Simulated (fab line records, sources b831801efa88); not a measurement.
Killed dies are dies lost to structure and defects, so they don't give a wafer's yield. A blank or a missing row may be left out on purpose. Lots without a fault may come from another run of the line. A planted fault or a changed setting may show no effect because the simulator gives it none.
Which tool did it? | flow gf180mcu | 13 lots, 39 wafers sampled, at 2 steps of a route of 602

WHAT THE GAUGES READ, wafer by wafer
GF_M1_OVL_MEAS_15. Usual: M1_OVL 0 nm, standard deviation 5.3.
lot  | measured     | on         | M1_OVL (nm) | flag
L512 | day 18 22:29 | overlay-01 | 1 3 3       |
L513 | day 18 23:39 | overlay-02 | -2 4 -4     |
L516 | day 20 06:57 | overlay-02 | 8 -3 -1     |
L518 | day 20 18:25 | overlay-02 | -2 5 2      |
L519 | day 21 07:49 | overlay-01 | 0 6 2       |
L521 | day 21 23:27 | overlay-02 | 3 4 7       |
L523 | day 22 19:14 | overlay-01 | -11 -6 -9   |
L524 | day 23 03:42 | overlay-02 | -2 -6 -5    |
L526 | day 23 20:07 | overlay-02 | -10 1 -5    |
L530 | day 25 01:19 | overlay-01 | 1 0 0       |
L529 | day 25 02:07 | overlay-02 | 4 9 12      |
L531 | day 25 09:58 | overlay-01 | -6 -2 -6    |
L532 | day 25 21:36 | overlay-02 | 7 7 5       |

GF_V1_THK_MEAS_01. Usual: V1_CVD_00_THK 601 nm, standard deviation 6.4.
lot  | measured     | on            | V1_CVD_00_THK (nm) | flag
L512 | day 18 23:15 | film_metro-04 | 603 608 592        |
L513 | day 19 00:25 | film_metro-01 | 614 607 605        |
L516 | day 20 07:46 | film_metro-03 | 607 602 602        |
L518 | day 20 19:23 | film_metro-01 | 602 603 602        |
L519 | day 21 08:35 | film_metro-03 | 602 602 608        |
L521 | day 22 00:13 | film_metro-03 | 595 590 592        |
L523 | day 22 20:02 | film_metro-03 | 606 600 598        |
L524 | day 23 04:29 | film_metro-03 | 597 609 605        |
L526 | day 23 20:53 | film_metro-03 | 604 597 606        |
L530 | day 25 02:16 | film_metro-03 | 603 612 610        |
L529 | day 25 02:53 | film_metro-03 | 593 606 602        |
L531 | day 25 10:44 | film_metro-03 | 592 595 587        |
L532 | day 25 22:22 | film_metro-03 | 594 601 591        |

WHICH TOOL RAN EACH LOT (tool, then ch and the chambers of the sampled wafers, then the start)
The record holds no process step before these readings.

WHAT THE TOOLS THEMSELVES READ (means of the sampled wafers that have a number; where no wafer has one, the mark that the record gives instead)
The record holds no such reading with a usual standard deviation.

THE ANSWER, worked out from the rows above alone
Rule: a lot is off if the mean of its wafers that have a number lies more than 3 standard deviations from the usual mean. A lot without any number at a reading at which 4 lots or more have one is off too. The other lots that the step has rows for count as sound. The gauges are gone through in route order, then the tools' own readings, and for those a lot's mean is taken as printed above. The first step at which some lot is off is used, and at that step the reading that is off furthest; a lot without a number counts as furthest.
No lot is off at any reading shown: from this, nothing can be told.

WHAT THE SIMULATOR HAD PUT IN
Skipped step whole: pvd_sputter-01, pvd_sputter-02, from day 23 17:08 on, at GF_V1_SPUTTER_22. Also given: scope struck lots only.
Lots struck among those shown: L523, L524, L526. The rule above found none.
